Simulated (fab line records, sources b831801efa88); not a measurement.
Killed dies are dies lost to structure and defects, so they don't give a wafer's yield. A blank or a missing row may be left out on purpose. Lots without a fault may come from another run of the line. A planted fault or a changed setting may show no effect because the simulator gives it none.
Chamber matching | flow gf180mcu | GF_V4_CMP_26 on cmp-02: 4 sister chambers
The step polishes, stops on SiO2, t overpolish 15 s, target thk 0 nm. 16 wafers are shown with their chamber, then 8 later ones without.

WAFERS WITH THEIR CHAMBER
wafer  | chamber | motor_current_A (A) | slurry_filter_dp_kPa (kPa)
L959.2 | 0       | 11.7                | 13.41
L959.3 | 1       | 11.4                | 13.56
L959.6 | 1       | 11.9                | 13.42
L960.1 | 2       | 9.7                 | 13.60
L960.4 | 3       | 9.9                 | 13.35
L960.5 | 3       | 9.4                 | 13.47
L965.1 | 1       | 11.9                | 13.23
L965.2 | 3       | 10.1                | 13.61
L965.4 | 2       | 9.6                 | 13.30
L967.2 | 1       | 12.0                | 13.33
L967.5 | 1       | 12.1                | 13.69
L967.6 | 0       | 11.3                | 13.42
L968.2 | 3       | 10.1                | 13.66
L968.4 | 0       | 11.8                | 13.69
L968.6 | 3       | 10.2                | 13.47
L970.1 | 0       | 11.9                | 13.66

SIGNATURES (means of the wafers above)
reading              | chamber 0 | chamber 1 | chamber 2 | chamber 3 | scatter within a chamber
motor_current_A      | 11.675    | 11.860    | 9.650     | 9.940     | 0.276
slurry_filter_dp_kPa | 13.5450   | 13.4460   | 13.4500   | 13.5120   | 0.16
Rule: a wafer's distance from a chamber is the root of the sum, over the readings, of the square of ((its reading less the chamber's mean) divided by the reading's scatter). The wafer belongs to the nearest chamber; if the next one is less than 2 further off, it can't be placed. The scatter: the root of (the sum of the squares of (reading less its chamber's mean) over the shown wafers, divided by (wafers less chambers)).

WAFERS WITHOUT THEIR CHAMBER
wafer  | motor_current_A (A) | slurry_filter_dp_kPa (kPa)
L970.2 | 9.8                 | 13.51
L970.3 | 9.4                 | 13.44
L971.1 | 11.8                | 13.24
L971.4 | 9.6                 | 13.41
L971.5 | 12.2                | 13.27
L974.2 | 11.8                | 13.51
L974.3 | 12.2                | 13.54
L974.4 | 9.1                 | 13.55

WHICH CHAMBER EACH WENT THROUGH
wafer  | from the rows above     | in truth
L970.2 | can't be placed: 3 or 2 | 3
L970.3 | can't be placed: 2 or 3 | 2
L971.1 | can't be placed: 1 or 0 | 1
L971.4 | can't be placed: 2 or 3 | 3
L971.5 | can't be placed: 1 or 0 | 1
L974.2 | can't be placed: 1 or 0 | 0
L974.3 | can't be placed: 1 or 0 | 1
L974.4 | can't be placed: 2 or 3 | 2
Placed correctly: 0 of 8. Can't be placed from these rows: 8 (the true chamber is among the candidates in 8). Placed wrongly: 0.
